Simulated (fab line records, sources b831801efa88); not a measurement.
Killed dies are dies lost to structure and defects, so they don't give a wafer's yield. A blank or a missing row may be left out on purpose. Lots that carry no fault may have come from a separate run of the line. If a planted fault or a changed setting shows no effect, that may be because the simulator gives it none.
fab line records ; flow sky130
record lots=5; wafers=15; last_day=50
route steps=708 shown VIA4@647 METAL5@661
lots that met no fault: taken from a fault-free run of the same line
start_h: hours from the record's first day to the start of the lot's first wafer shown ; wait_h: how many hours have passed since the lot's step before this one ; " unchanged from the row above ; L1.1+2: a single row standing in for several wafers ; - no value, or no start given ; * or withheld: withheld ; < > ~ a bound
route shown NAME@n: a module of which the file shows steps, and the number in the route of the first ; usual: average and standard deviation across the fault-free wafers ; same: alike in all rows ; chamber/n: place in a boat ; sites: the reading at each site ; _std_site: their standard deviation ; _edge_site: mean of outer sites minus mean of inner sites ; radius_mm: for every site, how far away it sits from the centre of the wafer ; mask NAME#n: copy n ; behind: tool/chamber where the wafer was last shaped ; hold: why the lot was held/for how many hours/how that ended ; device: whichever transistor did not switch (one of n, p or np) ; end of line: the tests these same wafers got at the end of their route ; where a step has no rows: the recipe by itself ; killed: count of dies lost to structure and defects at first sort (not the wafer's yield) ; map: the dies of a wafer, with x for killed, . for not killed, _ for no die there
set.NAME: the run value of the setting; set.NAME@STEP: its run value at that earlier step ; model.NAME: the simulator's own value behind a step, which no gauge read
lots at selected steps of the route; one table per step, one row per wafer
services: a tool's chamber out of use, with start hour (start_h, from the record's first day; less than 0 if before it), hours out, and reason
## steps
# step SKY_VIA4_EXPOSE_08
# recipe mask_id=VIM4; na=0.6; source_shape=conventional; sigma_outer=0.6; polarization=unpolarized; target_cd_nm=800; dose_mj=132
# same sigma_outer=0.6
lot.wafer;tool;chamber;start_h;wait_h;mask
L080.1+4+5;iline_stepper-01;0;-;-;VIM4#0
L084.2+4+6;iline_stepper-02;0;-;-;VIM4#0
L085.1+2+4;iline_stepper-01;0;-;-;VIM4#0
L087.1+2+3;iline_stepper-02;0;-;-;VIM4#0
L096.1+4+5;iline_stepper-01;0;-;-;VIM4#0
# step SKY_VIA4_PEB_09
# recipe temp_c=withheld; time_s=*; resist=NOVOLAK
lot.wafer;tool;chamber;start_h;wait_h
L080.1+4+5;litho_track-03;0;-;-
L084.2+4+6;litho_track-04;0;-;-
L085.1+2+4;litho_track-02;0;-;-
L087.1+2+3;litho_track-04;0;-;-
L096.1+4+5;litho_track-03;0;-;-
# step SKY_VIA4_DEVELOP_10
# recipe resist=NOVOLAK; developer=TMAH; develop_time_s=60; dev_temp_c=23
lot.wafer;tool;chamber;start_h;wait_h
L080.1+4+5;litho_track-03;0;1046.57;0.1
L084.2+4+6;litho_track-04;0;1077.91;0.1
L085.1+2+4;litho_track-02;0;1080.56;0.1
L087.1+2+3;litho_track-04;0;1088.79;0.1
L096.1+4+5;litho_track-03;0;1135.27;0.1
# step SKY_VIA4_OVL_MEAS_11
# usual VIA4_OVL=1.5/1.6
lot.wafer;tool;chamber;start_h;wait_h;VIA4_OVL[nm]
L080.1;overlay-01;-;1046.72;0.1;1.7
L080.4;overlay-01;-;1046.72;0.1;-0.8
L080.5;overlay-01;-;1046.72;0.1;1.2
L084.2;overlay-01;-;1078.04;0.1;0.6
L084.4;overlay-01;-;1078.04;0.1;0.7
L084.6;overlay-01;-;1078.04;0.1;1.3
L085.1;overlay-01;-;1080.71;0.1;0.1
L085.2;overlay-01;-;1080.71;0.1;2.1
L085.4;overlay-01;-;1080.71;0.1;0.4
L087.1;overlay-02;-;1088.94;0.1;0.8
L087.2;overlay-02;-;1088.94;0.1;2.3
L087.3;overlay-02;-;1088.94;0.1;-0.1
L096.1;overlay-02;-;1135.42;0.1;1.3
L096.4;overlay-02;-;1135.42;0.1;2.1
L096.5;overlay-02;-;1135.42;0.1;2.0
# step SKY_VIA4_ETCH_12
# recipe target=SiO2; chemistry=C4F8/O2/Ar; stop_on=TiN; mask_material=NOVOLAK; source_w=1500; bias_w=1200; pressure_mtorr=40; c4f8_flow_sccm=withheld; O2_flow_sccm=6; Ar_flow_sccm=300; time_s=withheld; target_depth_a=5800
# usual chamber_pressure_mTorr=40.00/0.035; oes_product_au=0.926/0.0049
lot.wafer;tool;chamber;start_h;wait_h;chamber_pressure_mTorr;oes_product_au
L080.1;rie_diel-01;2;1046.76;0.0;39.96;0.922
L080.4;rie_diel-01;3;1046.76;0.0;39.94;0.930
L080.5;rie_diel-01;0;1046.76;0.0;40.03;0.930
L084.2;rie_diel-01;0;1078.07;0.0;39.93;0.926
L084.4;rie_diel-01;3;1078.07;0.0;39.96;0.926
L084.6;rie_diel-01;2;1078.07;0.0;40.01;0.927
L085.1;rie_diel-03;0;1080.74;0.0;39.99;0.926
L085.2;rie_diel-03;2;1080.74;0.0;39.98;0.924
L085.4;rie_diel-03;1;1080.74;0.0;40.00;0.925
L087.1;rie_diel-03;3;1088.97;0.0;39.98;0.930
L087.2;rie_diel-03;2;1088.97;0.0;40.05;0.931
L087.3;rie_diel-03;0;1088.97;0.0;40.10;0.936
L096.1;rie_diel-03;0;1135.46;0.0;40.00;0.919
L096.4;rie_diel-03;2;1135.46;0.0;39.95;0.926
L096.5;rie_diel-03;0;1135.46;0.0;40.04;0.921
# step SKY_VIA4_STRIP_13
# recipe chemistry=O2/N2; power_w=1400; pressure_mtorr=1500; platen_temp_c=withheld; o2_flow_sccm=3000; n2_flow_sccm=300; overash_fraction=0.5
# usual chamber_pressure_mTorr=1500.0/1.4; drypump_motor_current_A=6.3/0.38; oes_product_au=0.710/0.0045; strip_time_to_endpoint_s=12.802/0.028
lot.wafer;tool;chamber;start_h;wait_h;chamber_pressure_mTorr;drypump_motor_current_A;oes_product_au;rf_hours_counter_h;strip_time_to_endpoint_s
L080.1;plasma_asher-02;0;1046.83;-;1500.2;6.6;0.714;31;12.778
L080.4;plasma_asher-02;0;1046.83;-;1500.6;6.6;0.720;-;12.757
L080.5;plasma_asher-02;0;1046.83;-;1503.1;6.6;0.713;-;12.839
L084.2;plasma_asher-01;1;1078.15;-;1502.6;6.6;0.714;1;12.810
L084.4;plasma_asher-01;0;1078.15;-;1501.3;5.4;0.707;-;12.826
L084.6;plasma_asher-01;1;1078.15;-;1499.3;6.6;0.716;-;12.787
L085.1;plasma_asher-02;0;1080.82;-;1500.3;6.7;0.708;35;12.793
L085.2;plasma_asher-02;1;1080.82;-;1499.5;6.5;0.702;35;12.794
L085.4;plasma_asher-02;0;1080.82;-;1500.5;6.6;0.710;-;12.781
L087.1;plasma_asher-03;0;1089.05;-;1499.6;5.9;0.712;66;12.821
L087.2;plasma_asher-03;1;1089.05;-;1500.1;6.4;0.712;66;12.770
L087.3;plasma_asher-03;0;1089.05;-;1499.9;5.9;0.716;-;12.778
L096.1;plasma_asher-02;1;1135.53;-;1499.2;6.5;0.702;40;12.717
L096.4;plasma_asher-02;1;1135.53;-;1499.3;6.4;0.712;-;12.765
L096.5;plasma_asher-02;1;1135.53;-;1501.3;6.4;0.711;-;12.755
# step SKY_VIA4_STRIP_14
# recipe chemistry=post_etch_residue_remover; time_s=1200; temp_c=72.5
lot.wafer;tool;chamber;start_h;wait_h
L080.1+4+5;wet_bench-04;0;1046.93;0.1
L084.2+4+6;wet_bench-02;1;1078.25;0.1
L085.1+2+4;wet_bench-03;0;1080.92;0.1
L087.1+2+3;wet_bench-03;0;1089.15;0.1
L096.1+4+5;wet_bench-02;2;1135.72;0.2
# step SKY_VIA4_CLEAN_15
# recipe chemistry=IPA; time_s=180; temp_c=25
lot.wafer;tool;chamber;start_h;wait_h
L080.1+4+5;wet_bench-03;3;1047.30;0.0
L084.2+4+6;wet_bench-03;0;1078.59;0.0
L085.1+2+4;wet_bench-02;2;1081.26;0.0
L087.1+2+3;wet_bench-04;2;1089.49;0.0
L096.1+4+5;wet_bench-04;3;1136.10;0.0
# step SKY_VIA4_CLEAN_16
# recipe chemistry=O3/DIW; dry=n2_spin
lot.wafer;tool;chamber;start_h;wait_h
L080.1+4+5;wet_bench-04;0;1047.36;0.0
L084.2+4+6;wet_bench-04;3;1078.65;0.0
L085.1+2+4;wet_bench-02;1;1081.32;0.0
L087.1+2+3;wet_bench-02;3;1089.55;0.0
L096.1+4+5;wet_bench-02;0;1136.16;0.0
# step SKY_VIA4_SPUTTER_17
# recipe material=TiN; target_thk_nm=20; chamber_pressure_pa=5; power_w=4000; time_s=80
# usual throttle_valve_pct=30.0/0.88
lot.wafer;tool;chamber;start_h;wait_h;throttle_valve_pct
L080.1;pvd_sputter-03;-;1047.46;0.0;30.2
L080.4;pvd_sputter-03;-;1047.46;0.0;29.6
L080.5;pvd_sputter-03;-;1047.46;0.0;28.8
L084.2;pvd_sputter-01;-;1078.74;0.0;28.6
L084.4;pvd_sputter-01;-;1078.74;0.0;28.4
L084.6;pvd_sputter-01;-;1078.74;0.0;28.6
L085.1;pvd_sputter-02;-;1081.41;0.0;30.1
L085.2;pvd_sputter-02;-;1081.41;0.0;30.4
L085.4;pvd_sputter-02;-;1081.41;0.0;30.0
L087.1;pvd_sputter-01;-;1089.64;0.0;28.3
L087.2;pvd_sputter-01;-;1089.64;0.0;30.6
L087.3;pvd_sputter-01;-;1089.64;0.0;30.9
L096.1;pvd_sputter-03;-;1136.26;0.0;30.5
L096.4;pvd_sputter-03;-;1136.26;0.0;29.1
L096.5;pvd_sputter-03;-;1136.26;0.0;29.5
# step SKY_VIA4_CVD_18
# recipe material=W; target_thk_nm=505; time_s=152.14; temp_c=400; pressure_torr=40
# usual heater_power_w=980/85; susceptor_temp_C=400.00/0.19
lot.wafer;tool;chamber;start_h;wait_h;heater_power_w;susceptor_temp_C
L080.1;cvd_w-02;1;1047.52;0.0;1048;399.67
L080.4;cvd_w-02;0;1047.52;0.0;962;400.16
L080.5;cvd_w-02;1;1047.52;0.0;1047;399.76
L084.2;cvd_w-02;1;1078.80;0.0;1053;399.77
L084.4;cvd_w-02;0;1078.80;0.0;993;400.18
L084.6;cvd_w-02;1;1078.80;0.0;1044;399.82
L085.1;cvd_w-01;1;1081.47;0.0;993;399.58
L085.2;cvd_w-01;0;1081.47;0.0;808;399.99
L085.4;cvd_w-01;1;1081.47;0.0;991;399.57
L087.1;cvd_w-02;1;1089.70;0.0;1088;400.16
L087.2;cvd_w-02;0;1089.70;0.0;979;399.94
L087.3;cvd_w-02;0;1089.70;0.0;969;399.97
L096.1;cvd_w-02;0;1136.32;0.0;978;400.00
L096.4;cvd_w-02;0;1136.32;0.0;978;400.26
L096.5;cvd_w-02;0;1136.32;0.0;987;400.04
# step SKY_VIA4_RS_MEAS_19
# recipe thk_meas_gauge=four-point-probe; reads=W_of_VIA4_CVD_18+TiN_of_VIA4_SPUTTER_17
# usual VIA4_W_RS=0.224/0.003
lot.wafer;tool;chamber;start_h;wait_h;VIA4_W_RS[ohm/sq]
L080.1;film_metro-01;-;1047.67;0.1;0.219
L080.4;film_metro-01;-;1047.67;0.1;0.225
L080.5;film_metro-01;-;1047.67;0.1;0.220
L084.2;film_metro-03;-;1078.97;0.1;0.222
L084.4;film_metro-03;-;1078.97;0.1;0.228
L084.6;film_metro-03;-;1078.97;0.1;0.224
L085.1;film_metro-04;-;1081.62;0.1;0.221
L085.2;film_metro-04;-;1081.62;0.1;0.224
L085.4;film_metro-04;-;1081.62;0.1;0.221
L087.1;film_metro-01;-;1089.85;0.1;0.220
L087.2;film_metro-01;-;1089.85;0.1;0.225
L087.3;film_metro-01;-;1089.85;0.1;0.225
L096.1;film_metro-03;-;1136.47;0.1;0.225
L096.4;film_metro-03;-;1136.47;0.1;0.225
L096.5;film_metro-03;-;1136.47;0.1;0.229
# step SKY_VIA4_THK_MEAS_20
# recipe thk_meas_gauge=xrf; reads=W_of_VIA4_CVD_18
# usual VIA4_W_THK=518/9.6
lot.wafer;tool;chamber;start_h;wait_h;VIA4_W_THK[nm]
L080.1;film_metro-01;-;1047.79;0.1;524
L080.4;film_metro-01;-;1047.79;0.1;511
L080.5;film_metro-01;-;1047.79;0.1;523
L084.2;film_metro-03;-;1079.08;0.1;516
L084.4;film_metro-03;-;1079.08;0.1;504
L084.6;film_metro-03;-;1079.08;0.1;513
L085.1;film_metro-04;-;1081.74;0.1;527
L085.2;film_metro-04;-;1081.74;0.1;515
L085.4;film_metro-04;-;1081.74;0.1;521
L087.1;film_metro-01;-;1089.97;0.1;520
L087.2;film_metro-01;-;1089.97;0.1;509
L087.3;film_metro-01;-;1089.97;0.1;512
L096.1;film_metro-03;-;1136.59;0.1;506
L096.4;film_metro-03;-;1136.59;0.1;509
L096.5;film_metro-03;-;1136.59;0.1;495
# step SKY_VIA4_CMP_21
# recipe stop_on=SiO2; t_overpolish_s=25; down_force_psi=3.5; platen_rpm=60; target_thk_nm=0; pad_velocity_m_s=0.94248
# usual edge_zone_pressure_frac=1.000/0.0048; motor_current_A=10.9/1.3; overpolish_run_s=25.000/0.011; time_to_endpoint_s=124/4.3
lot.wafer;tool;chamber;start_h;wait_h;edge_zone_pressure_frac;motor_current_A;overpolish_run_s;time_to_endpoint_s
L080.4;cmp-01;3;1047.90;0.1;0.997;11.7;24.988;119
L080.1;cmp-01;0;1047.90;0.1;1.003;10.4;25.000;129
L080.5;cmp-01;2;1047.90;0.1;1.006;13.1;24.999;127
L084.2;cmp-02;2;1079.13;0.0;0.996;10.9;25.002;126
L084.4;cmp-02;3;1079.13;0.0;1.001;9.3;24.995;130
L084.6;cmp-02;2;1079.13;0.0;1.002;10.3;24.984;129
L085.4;cmp-01;3;1081.80;0.0;1.003;11.0;25.002;120
L085.2;cmp-01;1;1081.80;0.0;1.005;10.0;24.993;118
L085.1;cmp-01;2;1081.80;0.0;0.999;13.4;24.997;119
L087.2;cmp-02;3;1090.08;0.1;1.003;9.3;24.989;120
L087.1;cmp-02;0;1090.08;0.1;0.991;10.0;25.009;120
L087.3;cmp-02;1;1090.08;0.1;0.995;12.0;24.991;121
L096.1;cmp-01;1;1136.65;0.1;0.996;10.2;24.983;116
L096.4;cmp-01;3;1136.65;0.1;1.001;11.6;25.014;118
L096.5;cmp-01;2;1136.65;0.1;1.005;13.7;24.987;117
# step SKY_METAL5_SPUTTER_00
# recipe material=Ti; target_thk_nm=15; power_w=3000; time_s=10; chamber_pressure_pa=0.4
# usual throttle_valve_pct=30.0/0.91
lot.wafer;tool;chamber;start_h;wait_h;throttle_valve_pct
L080.1;pvd_sputter-04;-;1048.15;0.1;29.4
L080.4;pvd_sputter-04;-;1048.15;0.1;31.5
L080.5;pvd_sputter-04;-;1048.15;0.1;31.1
L084.2;pvd_sputter-04;-;1079.43;0.2;31.1
L084.4;pvd_sputter-04;-;1079.43;0.2;30.7
L084.6;pvd_sputter-04;-;1079.43;0.2;29.5
L085.1;pvd_sputter-01;-;1082.10;0.1;28.3
L085.2;pvd_sputter-01;-;1082.10;0.1;31.0
L085.4;pvd_sputter-01;-;1082.10;0.1;30.4
L087.1;pvd_sputter-04;-;1090.33;0.1;30.7
L087.2;pvd_sputter-04;-;1090.33;0.1;29.7
L087.3;pvd_sputter-04;-;1090.33;0.1;31.2
L096.1;pvd_sputter-03;-;1136.95;0.2;29.3
L096.4;pvd_sputter-03;-;1136.95;0.2;28.9
L096.5;pvd_sputter-03;-;1136.95;0.2;30.7
# step SKY_METAL5_SPUTTER_01
# recipe material=TiN; target_thk_nm=20; power_w=6500; time_s=16.7; chamber_pressure_pa=0.4
# usual throttle_valve_pct=30.0/0.92
lot.wafer;tool;chamber;start_h;wait_h;throttle_valve_pct
L080.1;pvd_sputter-04;-;1048.18;0.0;29.4
L080.4;pvd_sputter-04;-;1048.18;0.0;31.4
L080.5;pvd_sputter-04;-;1048.18;0.0;31.0
L084.2;pvd_sputter-04;-;1079.45;0.0;31.0
L084.4;pvd_sputter-04;-;1079.45;0.0;30.8
L084.6;pvd_sputter-04;-;1079.45;0.0;29.6
L085.1;pvd_sputter-01;-;1082.12;0.0;28.5
L085.2;pvd_sputter-01;-;1082.12;0.0;31.2
L085.4;pvd_sputter-01;-;1082.12;0.0;30.4
L087.1;pvd_sputter-04;-;1090.35;0.0;30.9
L087.2;pvd_sputter-04;-;1090.35;0.0;29.4
L087.3;pvd_sputter-04;-;1090.35;0.0;31.1
L096.1;pvd_sputter-03;-;1136.98;0.0;29.0
L096.4;pvd_sputter-03;-;1136.98;0.0;28.9
L096.5;pvd_sputter-03;-;1136.98;0.0;30.3
# step SKY_METAL5_SPUTTER_02
# recipe material=AlCu; target_thk_nm=1150; power_w=10600; time_s=61.2; chamber_pressure_pa=0.4
# usual throttle_valve_pct=30.0/0.91
lot.wafer;tool;chamber;start_h;wait_h;throttle_valve_pct
L080.1;pvd_sputter-04;-;1048.20;0.0;29.7
L080.4;pvd_sputter-04;-;1048.20;0.0;30.9
L080.5;pvd_sputter-04;-;1048.20;0.0;31.3
L084.2;pvd_sputter-04;-;1079.48;0.0;31.2
L084.4;pvd_sputter-04;-;1079.48;0.0;30.7
L084.6;pvd_sputter-04;-;1079.48;0.0;29.6
L085.1;pvd_sputter-01;-;1082.15;0.0;28.6
L085.2;pvd_sputter-01;-;1082.15;0.0;31.1
L085.4;pvd_sputter-01;-;1082.15;0.0;30.4
L087.1;pvd_sputter-04;-;1090.38;0.0;31.0
L087.2;pvd_sputter-04;-;1090.38;0.0;29.5
L087.3;pvd_sputter-04;-;1090.38;0.0;30.9
L096.1;pvd_sputter-03;-;1137.00;0.0;29.2
L096.4;pvd_sputter-03;-;1137.00;0.0;29.2
L096.5;pvd_sputter-03;-;1137.00;0.0;30.4
# step SKY_METAL5_SPUTTER_03
# recipe material=Ti; target_thk_nm=5; power_w=3000; time_s=3.3; chamber_pressure_pa=0.4
# usual throttle_valve_pct=30.0/0.9
lot.wafer;tool;chamber;start_h;wait_h;throttle_valve_pct
L080.1;pvd_sputter-04;-;1048.25;0.0;29.6
L080.4;pvd_sputter-04;-;1048.25;0.0;31.3
L080.5;pvd_sputter-04;-;1048.25;0.0;31.0
L084.2;pvd_sputter-04;-;1079.53;0.0;30.7
L084.4;pvd_sputter-04;-;1079.53;0.0;30.6
L084.6;pvd_sputter-04;-;1079.53;0.0;29.3
L085.1;pvd_sputter-01;-;1082.20;0.0;28.3
L085.2;pvd_sputter-01;-;1082.20;0.0;31.1
L085.4;pvd_sputter-01;-;1082.20;0.0;30.3
L087.1;pvd_sputter-04;-;1090.43;0.0;31.0
L087.2;pvd_sputter-04;-;1090.43;0.0;29.4
L087.3;pvd_sputter-04;-;1090.43;0.0;31.0
L096.1;pvd_sputter-03;-;1137.05;0.0;29.2
L096.4;pvd_sputter-03;-;1137.05;0.0;29.1
L096.5;pvd_sputter-03;-;1137.05;0.0;30.4
# step SKY_METAL5_SPUTTER_04
# recipe material=TiN; target_thk_nm=70; power_w=6500; time_s=58.3; chamber_pressure_pa=0.4
# usual throttle_valve_pct=30.0/0.91
lot.wafer;tool;chamber;start_h;wait_h;throttle_valve_pct
L080.1;pvd_sputter-04;-;1048.27;0.0;29.4
L080.4;pvd_sputter-04;-;1048.27;0.0;30.9
L080.5;pvd_sputter-04;-;1048.27;0.0;31.3
L084.2;pvd_sputter-04;-;1079.55;0.0;31.2
L084.4;pvd_sputter-04;-;1079.55;0.0;30.6
L084.6;pvd_sputter-04;-;1079.55;0.0;29.4
L085.1;pvd_sputter-01;-;1082.22;0.0;28.3
L085.2;pvd_sputter-01;-;1082.22;0.0;31.2
L085.4;pvd_sputter-01;-;1082.22;0.0;30.5
L087.1;pvd_sputter-04;-;1090.45;0.0;30.5
L087.2;pvd_sputter-04;-;1090.45;0.0;29.7
L087.3;pvd_sputter-04;-;1090.45;0.0;31.1
L096.1;pvd_sputter-03;-;1137.07;0.0;29.0
L096.4;pvd_sputter-03;-;1137.07;0.0;29.1
L096.5;pvd_sputter-03;-;1137.07;0.0;30.6
# step SKY_METAL5_RS_MEAS_05
# recipe thk_meas_gauge=four-point-probe; reads=TiN_of_METAL5_SPUTTER_04+Ti_of_METAL5_SPUTTER_03+AlCu_of_METAL5_SPUTTER_02+TiN_of_METAL5_SPUTTER_01+Ti_of_METAL5_SPUTTER_00
# usual METAL5_ALCU_RS=0.02697/0.00026
lot.wafer;tool;chamber;start_h;wait_h;METAL5_ALCU_RS[ohm/sq]
L080.1;film_metro-03;-;1048.32;0.0;0.02709
L080.4;film_metro-03;-;1048.32;0.0;0.02709
L080.5;film_metro-03;-;1048.32;0.0;0.02703
L084.2;film_metro-04;-;1079.62;0.0;0.02643
L084.4;film_metro-04;-;1079.62;0.0;0.02658
L084.6;film_metro-04;-;1079.62;0.0;0.02637
L085.1;film_metro-02;-;1082.27;0.0;0.02716
L085.2;film_metro-02;-;1082.27;0.0;0.02721
L085.4;film_metro-02;-;1082.27;0.0;0.0269
L087.1;film_metro-04;-;1090.50;0.0;0.02709
L087.2;film_metro-04;-;1090.50;0.0;0.02679
L087.3;film_metro-04;-;1090.50;0.0;0.02721
L096.1;film_metro-02;-;1137.12;0.0;0.02704
L096.4;film_metro-02;-;1137.12;0.0;0.02716
L096.5;film_metro-02;-;1137.12;0.0;0.02714
# step SKY_METAL5_THK_MEAS_06
# recipe thk_meas_gauge=xrf; reads=AlCu_of_METAL5_SPUTTER_02
# usual METAL5_ALCU_THK=1175/12
lot.wafer;tool;chamber;start_h;wait_h;METAL5_ALCU_THK[nm]
L080.1;film_metro-03;-;1048.44;0.1;1178
L080.4;film_metro-03;-;1048.44;0.1;1176
L080.5;film_metro-03;-;1048.44;0.1;1179
L084.2;film_metro-04;-;1079.73;0.1;1198
L084.4;film_metro-04;-;1079.73;0.1;1191
L084.6;film_metro-04;-;1079.73;0.1;1200
L085.1;film_metro-02;-;1082.39;0.1;1168
L085.2;film_metro-02;-;1082.39;0.1;1164
L085.4;film_metro-02;-;1082.39;0.1;1181
L087.1;film_metro-04;-;1090.62;0.1;1163
L087.2;film_metro-04;-;1090.62;0.1;1178
L087.3;film_metro-04;-;1090.62;0.1;1156
L096.1;film_metro-02;-;1137.24;0.1;1172
L096.4;film_metro-02;-;1137.24;0.1;1175
L096.5;film_metro-02;-;1137.24;0.1;1174
## services
tool;chamber;start_h;hours;kind
cmp-01;-;1016.69;4.2;pm
iline_stepper-01;-;1043.56;2.1;pm
cvd_w-01;-;1049.73;6.9;pm
plasma_asher-01;-;1055.25;9.0;pm
cmp-02;-;1058.99;6.0;pm
rie_diel-01;0;1060.37;6.6;repair
pvd_sputter-04;2;1072.84;-;consumable_replace:kit
pvd_sputter-04;2;1072.84;18.0;scheduled_down
pvd_sputter-04;2;1072.84;18.0;vent_cycle
rie_diel-03;3;1077.31;6.5;repair
pvd_sputter-03;-;1080.65;13.4;repair
cmp-02;-;1084.00;4.0;pm
pvd_sputter-03;-;1086.78;0.9;repair
cmp-01;-;1089.77;0.9;repair
cmp-02;-;1100.86;0.6;repair
rie_diel-01;3;1103.42;16.2;repair
pvd_sputter-01;2;1109.90;-;consumable_replace:kit
pvd_sputter-01;2;1109.90;18.0;scheduled_down
pvd_sputter-01;2;1109.90;18.0;vent_cycle
pvd_sputter-04;1;1115.09;-;consumable_replace:kit
pvd_sputter-04;1;1115.09;18.0;scheduled_down
pvd_sputter-04;1;1115.09;18.0;vent_cycle
cmp-02;-;1124.52;1.1;repair
wet_bench-04;-;1136.60;1.9;pm
## key
fault none
